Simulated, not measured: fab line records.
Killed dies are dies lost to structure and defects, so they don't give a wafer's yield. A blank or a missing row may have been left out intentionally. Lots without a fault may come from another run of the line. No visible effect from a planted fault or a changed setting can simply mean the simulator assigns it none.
Matching of chambers + flow sky130 + SKY_PASSIVATION_CVD_02 on pecvd-03 has 3 sister chambers
The step deposits Si3N4, target thk 540 nm. 6 wafers are shown with their chamber, then 7 later ones without.

## WAFERS PAIRED WITH THEIR CHAMBERS
| wafer  | chamber | heater_power_outer_w (W) | heater_power_w (W) |
|--------|---------|--------------------------|--------------------|
| L082.6 | 0       | 448                      | 729                |
| L084.1 | 1       | 531                      | 776                |
| L084.3 | 0       | 397                      | 653                |
| L084.4 | 2       | 354                      | 578                |
| L086.1 | 2       | 421                      | 645                |
| L086.2 | 1       | 550                      | 849                |

## WAFERS WITH NO CHAMBER GIVEN
| wafer  | heater_power_outer_w (W) | heater_power_w (W) |
|--------|--------------------------|--------------------|
| L086.3 | 411                      | 681                |
| L089.1 | 423                      | 691                |
| L089.5 | 443                      | 740                |
| L089.6 | 513                      | 789                |
| L092.2 | 361                      | 571                |
| L092.3 | 457                      | 716                |
| L092.4 | 471                      | 757                |

## WHICH CHAMBER EACH WENT THROUGH
| wafer  | from the rows above          | in truth |
|--------|------------------------------|----------|
| L086.3 | can't be placed: 0 or 2      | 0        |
| L089.1 | can't be placed: 0 or 2      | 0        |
| L089.5 | can't be placed: 0 or 2 or 1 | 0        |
| L089.6 | 1                            | 1        |
| L092.2 | can't be placed: 2 or 0      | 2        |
| L092.3 | can't be placed: 0 or 2 or 1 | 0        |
| L092.4 | can't be placed: 0 or 1 or 2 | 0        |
Correct placement for 1 of the 7. Unplaceable from these rows: 6, with the true chamber sitting among the candidates in 6. 0 placed wrongly.
How it was worked out, from the rows above alone: a wafer's distance from a chamber is the root of the sum, over the readings, of the square of ((its reading less the chamber's mean) divided by the reading's scatter). If the next closest chamber is less than 2 further off than the closest, the wafer can't be placed; otherwise it belongs to the closest. A chamber's mean is the mean of its shown wafers. The scatter: take each reading less its chamber's mean, square it, sum over the shown wafers, divide by the number of wafers less the number of chambers, and take the root.
